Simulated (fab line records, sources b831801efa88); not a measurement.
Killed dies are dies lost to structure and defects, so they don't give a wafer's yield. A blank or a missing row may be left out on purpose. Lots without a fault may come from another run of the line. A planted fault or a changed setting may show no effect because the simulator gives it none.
Which tool did it? | flow gf180mcu | 11 lots, 33 wafers sampled, at 4 steps of a route of 602

WHAT THE GAUGES READ, wafer by wafer
GF_V3_THK_MEAS_03.
lot  | measured     | on            | V3_CVD_02_THK (nm)
L888 | day 21 08:19 | film_metro-02 | 849 852 862
L889 | day 21 19:04 | film_metro-02 | 838 857 858
L891 | day 22 14:58 | film_metro-03 | 835 858 839
L893 | day 23 08:07 | film_metro-02 | 837 828 846
L894 | day 23 13:20 | film_metro-03 | 838 839 856
L895 | day 23 23:46 | film_metro-03 | 861 863 874
L899 | day 25 12:38 | film_metro-02 | 1521 1527 841 1521 1527 841
L900 | day 25 21:22 | film_metro-04 | 1522 856 845 1522 857 844
L909 | day 28 09:01 | film_metro-04 | 823 826 843
L910 | day 28 16:00 | film_metro-03 | 828 858 854
L911 | day 29 01:19 | film_metro-04 | 836 827 841

WHICH TOOL RAN EACH LOT (tool, then ch and the chambers of the sampled wafers, then the start)
lot  | GF_M3_SPUTTER_01             | GF_M3_METAL_ETCH_16               | GF_V3_CVD_02
L888 | pvd_sputter-01, day 20 07:43 | rie_metal-01 ch 0, day 21 07:25   | pecvd-02 ch 0,2, day 21 08:14
L889 | pvd_sputter-03, day 20 17:25 | rie_metal-01 ch 0, day 21 18:04   | pecvd-02 ch 1,2, day 21 18:59
L891 | pvd_sputter-01, day 21 13:50 | rie_metal-04 ch 0,1, day 22 14:01 | pecvd-02 ch 0,1,2, day 22 14:52
L893 | pvd_sputter-03, day 22 07:23 | rie_metal-01 ch 0,1, day 23 07:14 | pecvd-04 ch 0,2, day 23 08:04
L894 | pvd_sputter-04, day 22 13:21 | rie_metal-04 ch 1, day 23 12:28   | pecvd-04 ch 0,1, day 23 13:16
L895 | pvd_sputter-04, day 22 23:50 | rie_metal-03 ch 0,1, day 23 22:54 | pecvd-04 ch 0,1,2, day 23 23:41
L899 | pvd_sputter-03, day 24 13:30 | rie_metal-04 ch 0,1, day 25 11:47 | pecvd-02 ch 0,1,2, day 25 12:34
L900 | pvd_sputter-01, day 24 22:10 | rie_metal-03 ch 0, day 25 20:25   | pecvd-02 ch 0,1,2, day 25 21:17
L909 | pvd_sputter-01, day 27 11:59 | rie_metal-04 ch 0,1, day 28 08:07 | pecvd-04 ch 0,1, day 28 08:56
L910 | pvd_sputter-01, day 27 19:02 | rie_metal-01 ch 0,1, day 28 15:07 | pecvd-01 ch 0,1,2, day 28 15:55
L911 | pvd_sputter-03, day 28 04:56 | rie_metal-01 ch 0,1, day 29 00:28 | pecvd-04 ch 0,1,2, day 29 01:15
- GF_M3_SPUTTER_01: material TiN, target thk 30 nm, time 25 s.
- GF_M3_METAL_ETCH_16: etches the open film in Cl2/BCl3, stops on SiO2, target depth 750.8 nm, time 125.1 s.
- GF_V3_CVD_02: deposits SiO2 from TEOS, target thk 850 nm, time 94.851 s.

THE ANSWER, worked out from the rows above alone
Rule: what is usual is taken from the lots themselves. Put in order of their means at a reading, lots are off if they are a third of the lots or fewer, leave a main group of 4 or more, and stand apart from it by a gap of 3 or more times the standard deviation of the main group's means; of several such gaps the widest counts. A main group whose means are all the same, to the digits that the tables above print for the reading, isn't used. A lot without any number at a reading at which 4 lots or more have one is off too. The other lots that the step has rows for count as sound.
Off: L899, L900, at GF_V3_THK_MEAS_03 (V3_CVD_02_THK). The main group: mean 845 nm, standard deviation 10.
A tool fits if, at a process step before that reading, it ran every lot that is off, and no sound lot after the first of them. The gauges at GF_V3_THK_MEAS_03 are tried like those tools. One fits: pecvd-02 at GF_V3_CVD_02. Its last sound lot is L891 (day 22 14:52), its first lot that is off L899 (day 25 12:34): a fault that began between those two fits.

WHAT THE SIMULATOR HAD PUT IN
Process parameter drift: pecvd-02, from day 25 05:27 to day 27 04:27, at GF_V3_CVD_02. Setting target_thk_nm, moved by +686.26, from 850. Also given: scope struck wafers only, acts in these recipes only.
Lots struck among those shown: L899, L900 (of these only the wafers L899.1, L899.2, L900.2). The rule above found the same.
